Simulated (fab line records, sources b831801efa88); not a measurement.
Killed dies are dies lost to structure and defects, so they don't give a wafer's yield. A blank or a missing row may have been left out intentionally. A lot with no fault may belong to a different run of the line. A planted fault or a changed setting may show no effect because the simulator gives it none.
Matching of chambers / flow sfq_line / pecvd-02 running SFQ_TRILAYER_A5B_DEP_PECVD_129: 3 sister chambers
The step deposits SiO2 from SiH4/N2O, time 133.33 s, target thk 600 nm. 16 wafers are shown with their chamber, then 8 later ones without.

## EACH WAFER AND ITS CHAMBER
wafer=L890.1; chamber=1; heater_power_w (W)=59; showerhead_vpp_V (V)=860; throttle_valve_pct (%)=23.4
wafer=L890.3; chamber=0; heater_power_w (W)=90; showerhead_vpp_V (V)=909; throttle_valve_pct (%)=23.7
wafer=L890.4; chamber=0; heater_power_w (W)=90; showerhead_vpp_V (V)=890; throttle_valve_pct (%)=23.9
wafer=L892.2; chamber=1; heater_power_w (W)=62; showerhead_vpp_V (V)=868; throttle_valve_pct (%)=23.4
wafer=L892.3; chamber=2; heater_power_w (W)=59; showerhead_vpp_V (V)=863; throttle_valve_pct (%)=24.3
wafer=L892.4; chamber=1; heater_power_w (W)=62; showerhead_vpp_V (V)=871; throttle_valve_pct (%)=23.5
wafer=L893.1; chamber=2; heater_power_w (W)=70; showerhead_vpp_V (V)=864; throttle_valve_pct (%)=24.4
wafer=L893.2; chamber=0; heater_power_w (W)=85; showerhead_vpp_V (V)=896; throttle_valve_pct (%)=24.2
wafer=L893.5; chamber=2; heater_power_w (W)=71; showerhead_vpp_V (V)=862; throttle_valve_pct (%)=24.4
wafer=L894.4; chamber=0; heater_power_w (W)=87; showerhead_vpp_V (V)=900; throttle_valve_pct (%)=23.7
wafer=L894.5; chamber=1; heater_power_w (W)=60; showerhead_vpp_V (V)=861; throttle_valve_pct (%)=23.7
wafer=L894.6; chamber=2; heater_power_w (W)=68; showerhead_vpp_V (V)=862; throttle_valve_pct (%)=24.3
wafer=L904.1; chamber=2; heater_power_w (W)=67; showerhead_vpp_V (V)=848; throttle_valve_pct (%)=24.8
wafer=L904.3; chamber=0; heater_power_w (W)=93; showerhead_vpp_V (V)=908; throttle_valve_pct (%)=24.0
wafer=L904.6; chamber=0; heater_power_w (W)=77; showerhead_vpp_V (V)=900; throttle_valve_pct (%)=24.6
wafer=L906.1; chamber=0; heater_power_w (W)=90; showerhead_vpp_V (V)=918; throttle_valve_pct (%)=24.4

SIGNATURES (means of the wafers above)
reading=heater_power_w; chamber 0=87.43; chamber 1=60.75; chamber 2=67.00; scatter within a chamber=4.49
reading=showerhead_vpp_V; chamber 0=903.00; chamber 1=865.00; chamber 2=859.80; scatter within a chamber=7.77
reading=throttle_valve_pct; chamber 0=24.071; chamber 1=23.500; chamber 2=24.440; scatter within a chamber=0.27
Rule: a wafer's distance from a chamber is the root of the sum, over the readings, of the square of ((its reading less the chamber's mean) divided by the reading's scatter). The wafer belongs to the nearest chamber; if the next one is less than 2 further off, it can't be placed. How the scatter is found: for the shown wafers, subtract from each reading the mean of its chamber, square and add these, divide the total by (wafers less chambers), then take the root.

## WAFERS WHOSE CHAMBER IS MISSING
wafer=L906.2; heater_power_w (W)=63; showerhead_vpp_V (V)=858; throttle_valve_pct (%)=24.0
wafer=L906.5; heater_power_w (W)=50; showerhead_vpp_V (V)=868; throttle_valve_pct (%)=24.0
wafer=L907.3; heater_power_w (W)=60; showerhead_vpp_V (V)=864; throttle_valve_pct (%)=24.1
wafer=L907.5; heater_power_w (W)=69; showerhead_vpp_V (V)=839; throttle_valve_pct (%)=24.8
wafer=L907.6; heater_power_w (W)=62; showerhead_vpp_V (V)=851; throttle_valve_pct (%)=24.0
wafer=L910.2; heater_power_w (W)=66; showerhead_vpp_V (V)=854; throttle_valve_pct (%)=25.1
wafer=L910.4; heater_power_w (W)=63; showerhead_vpp_V (V)=860; throttle_valve_pct (%)=24.0
wafer=L910.5; heater_power_w (W)=86; showerhead_vpp_V (V)=903; throttle_valve_pct (%)=24.5

## CHAMBER TAKEN BY EACH
wafer=L906.2; from the rows above=can't be placed: 2 or 1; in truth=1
wafer=L906.5; from the rows above=can't be placed: 1 or 2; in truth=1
wafer=L907.3; from the rows above=can't be placed: 2 or 1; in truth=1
wafer=L907.5; from the rows above=2; in truth=2
wafer=L907.6; from the rows above=can't be placed: 2 or 1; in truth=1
wafer=L910.2; from the rows above=2; in truth=2
wafer=L910.4; from the rows above=can't be placed: 2 or 1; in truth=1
wafer=L910.5; from the rows above=0; in truth=0
Correct placement for 3 of the 8. Cannot be placed on the basis of these rows: 5; the candidates contain the true chamber in 5. Number placed wrongly: 0.
